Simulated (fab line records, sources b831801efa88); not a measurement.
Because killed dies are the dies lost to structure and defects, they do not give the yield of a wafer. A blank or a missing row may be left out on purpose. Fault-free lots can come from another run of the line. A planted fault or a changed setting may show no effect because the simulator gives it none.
One fault through the eyes of 2 desks + flow gf180mcu + numbers are kept per desk, each desk with only its own; the story behind them comes last

METROLOGY DESK
Lot by lot, what the gauges showed, no matter which tool ran the lot: averages of those sampled wafers that carry a number. Marked OUT: a lot whose mean sits more than 4 standard deviations from the usual mean, which makes it out of limits; the brackets give that distance.
Columns: A = cdNm at GF_STI_CD_MEAS_12, usual 219.8 nm; B = STI_OXIDATION_01_THK at GF_STI_THK_MEAS_22, usual 15.1 nm; C = STI_CVD_23_THK at GF_STI_THK_MEAS_24, usual 647 nm
| lot  | first seen here | A     | B    | C   |
|------|-----------------|-------|------|-----|
| L672 | day 2 11:15     | 217.7 | 15.2 | 648 |
| L676 | day 3 07:59     | 220.5 | 15.3 | 657 |
| L686 | day 5 11:35     | 221.5 | 14.9 | 644 |
| L687 | day 5 18:11     | 218.2 | 15.3 | 648 |
| L692 | day 6 18:23     | 221.5 | 15.0 | 643 |
| L693 | day 7 02:08     | 219.7 | 15.0 | 649 |
This desk's finding: nothing out of limits on any of the 6 lots.

AT THE TOOL OWNER'S DESK: wetBench-02
The tool's own readings at GF_STI_WET_ETCH_17 (etches Si3N4 in H3PO4, target depth 45 nm, time 514 s): means of the sampled wafers that have a number, for each lot that ran on this tool. Marked OUT: a lot whose mean sits more than 4 standard deviations from the usual mean, which makes it out of limits; the brackets give that distance.
Columns: A = runLengthS at GF_STI_WET_ETCH_17, usual 541 s
| lot  | first seen here | A                     |
|------|-----------------|-----------------------|
| L672 | day 2 11:39     | 539                   |
| L676 | day 3 08:22     | 540                   |
| L686 | day 5 11:59     | 870 (+99 or more) OUT |
| L687 | day 5 18:35     | 865 (+99 or more) OUT |
This desk's verdict: out of limits on L686, L687, starting with L686 at day 5 11:59 (runLengthS at GF_STI_WET_ETCH_17). Within limits: L672, L676.

BROUGHT TOGETHER
The tool owner's desk had the chance to raise an alarm at day 5 11:59 on L686, L687.
Metrology desk: nothing out of limits seen.
The metrology desk holds a record of L686, L687, inside its limits.
GF_STI_WET_ETCH_17 was run on wetBench-02 by each of the lots named.

WHAT THE SIMULATOR HAD PUT IN
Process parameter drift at GF_STI_WET_ETCH_17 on wetBench-02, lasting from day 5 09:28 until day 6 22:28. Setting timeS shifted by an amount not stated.
Shown lots that were struck: L686, L687.
Each desk's first reading out of limits, in hours after the fault started: the tool owner's desk, 3.
